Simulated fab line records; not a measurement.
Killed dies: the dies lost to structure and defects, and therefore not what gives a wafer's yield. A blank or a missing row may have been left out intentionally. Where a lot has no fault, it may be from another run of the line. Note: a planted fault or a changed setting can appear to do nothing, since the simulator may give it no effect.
Matching of chambers -- flow gf180mcu -- cmp-01 running GF_V5_CMP_26: 4 sister chambers
The step polishes, stops on SiO2, t overpolish 15 s, target thk 0 nm. 8 wafers are shown with their chamber, then 12 later ones without.

## WAFERS, EACH WITH ITS CHAMBER
wafer,chamber,motor_current_A (A),overpolish_run_s (s)
L082.2,0,11.4,14.999
L082.6,3,10.1,15.004
L087.3,2,12.8,15.006
L087.4,1,11.3,15.013
L087.5,3,10.8,14.994
L088.2,2,12.2,15.003
L088.3,0,10.8,14.991
L088.6,1,12.1,15.015

## WAFERS WITH NO CHAMBER GIVEN
wafer,motor_current_A (A),overpolish_run_s (s)
L091.1,11.1,14.984
L091.2,10.9,14.991
L091.3,11.6,15.007
L092.1,11.9,14.989
L092.3,12.8,15.005
L092.4,10.2,15.001
L093.1,11.2,15.020
L093.2,12.1,15.001
L093.6,11.7,15.009
L096.1,11.6,14.984
L096.2,10.6,14.992
L096.4,10.7,15.010

## THE CHAMBER EACH PASSED THROUGH
wafer,from the rows above,in truth
L091.1,can't be placed: 0 or 3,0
L091.2,can't be placed: 0 or 3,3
L091.3,can't be placed: 1 or 2 or 0 or 3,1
L092.1,can't be placed: 0 or 2 or 3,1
L092.3,2,2
L092.4,can't be placed: 3 or 0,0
L093.1,1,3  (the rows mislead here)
L093.2,can't be placed: 2 or 0 or 1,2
L093.6,can't be placed: 1 or 2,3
L096.1,can't be placed: 0 or 3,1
L096.2,can't be placed: 0 or 3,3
L096.4,can't be placed: 1 or 3 or 0 or 2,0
Correctly placed: 1 of 12. These rows do not allow placing 10 (true chamber among the candidates in 7). Number placed wrongly: 1.
How it was worked out, from the rows above alone: a wafer's distance from a chamber is the root of the sum, over the readings, of the square of ((its reading less the chamber's mean) divided by the reading's scatter). If the next closest chamber is less than 2 further off than the closest, the wafer can't be placed; otherwise it belongs to the closest. Each chamber's mean is taken over the wafers shown for it. How the scatter is found: for the shown wafers, subtract from each reading the mean of its chamber, square and add these, divide the total by (wafers less chambers), then take the root.
